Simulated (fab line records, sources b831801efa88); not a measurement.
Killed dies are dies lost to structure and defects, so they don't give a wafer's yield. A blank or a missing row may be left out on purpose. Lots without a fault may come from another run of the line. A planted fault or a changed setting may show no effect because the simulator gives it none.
One fault seen from 2 desks | flow gf180mcu | each desk has only its own numbers; what lay behind them comes last

THE METROLOGY DESK
What the gauges read, lot by lot, whatever tool the lot ran on: means of the sampled wafers that have a number. A lot is out of limits, marked OUT, if its mean lies more than 4 standard deviations from the usual mean; the brackets give that distance.
Columns: A = VT_IMPLANT_OVL at GF_VT_IMPLANT_OVL_MEAS_07, usual 0.9 nm; B = NWELL_RS at GF_VT_IMPLANT_RS_MEAS_47, usual 487.9 ohm/sq
lot  | first seen here | A    | B
L426 | day 5 17:16     | 0.1  | 487.2
L429 | day 6 12:02     | 0.4  | 487.8
L431 | day 6 22:14     | 3.5  | 488.2
L433 | day 7 17:35     | -0.9 | 488.3
L435 | day 7 23:44     | 0.0  | 489.2
L436 | day 8 07:35     | -1.7 | 488.3
L438 | day 8 19:20     | 0.9  | 490.2
L443 | day 9 21:18     | 0.1  | 482.3 (-4.3) OUT
L444 | day 10 03:29    | 0.3  | 486.4
L445 | day 10 08:57    | 1.5  | 485.1
L448 | day 11 01:50    | 1.5  | 487.1
L449 | day 11 08:56    | -0.2 | 488.1
This desk's finding: out of limits on L443; first on L443, day 12 03:05 (NWELL_RS at GF_VT_IMPLANT_RS_MEAS_47). In limits: L426, L429, L431, L433, L435, L436, L438, L444, L445, L448, L449.

THE TOOL OWNER'S DESK: implanter-04
The tool's own readings at GF_NWELL_IMPLANT_08: means of the sampled wafers that have a number, for each lot that ran on this tool. A lot is out of limits, marked OUT, if its mean lies more than 4 standard deviations from the usual mean; the brackets give that distance.
Columns: A = beam_energy_keV at GF_NWELL_IMPLANT_08, usual 449.97; B = dose_ions_cm2 at GF_NWELL_IMPLANT_08, usual 1.4998e+13
lot  | first seen here | A                        | B
L436 | day 5 18:12     | 450.06                   | 1.5005e+13
L438 | day 6 05:11     | 449.76                   | 1.4993e+13
L443 | day 7 04:11     | 464.74 (+99 or more) OUT | 1.5024e+13
L445 | day 7 15:25     | 464.79 (+99 or more) OUT | 1.5011e+13
This desk's finding: out of limits on L443, L445; first on L443, day 7 04:11 (beam_energy_keV at GF_NWELL_IMPLANT_08). In limits: L436, L438.

PUT TOGETHER
The tool owner's desk could have raised an alarm at day 7 04:11, on L443, L445.
The metrology desk could have raised an alarm at day 12 03:05, on L443.
The metrology desk has L445 on record, within its limits.
Of the lots named, all ran GF_NWELL_IMPLANT_08 on implanter-04.

WHAT THE SIMULATOR HAD PUT IN
Process parameter drift: implanter-04, from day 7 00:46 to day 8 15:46, at GF_NWELL_IMPLANT_08. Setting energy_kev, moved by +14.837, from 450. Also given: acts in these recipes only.
Lots struck among those shown: L443, L445.
Hours from the fault's start to each desk's first reading out of limits: the tool owner's desk, 3; the metrology desk, 122.
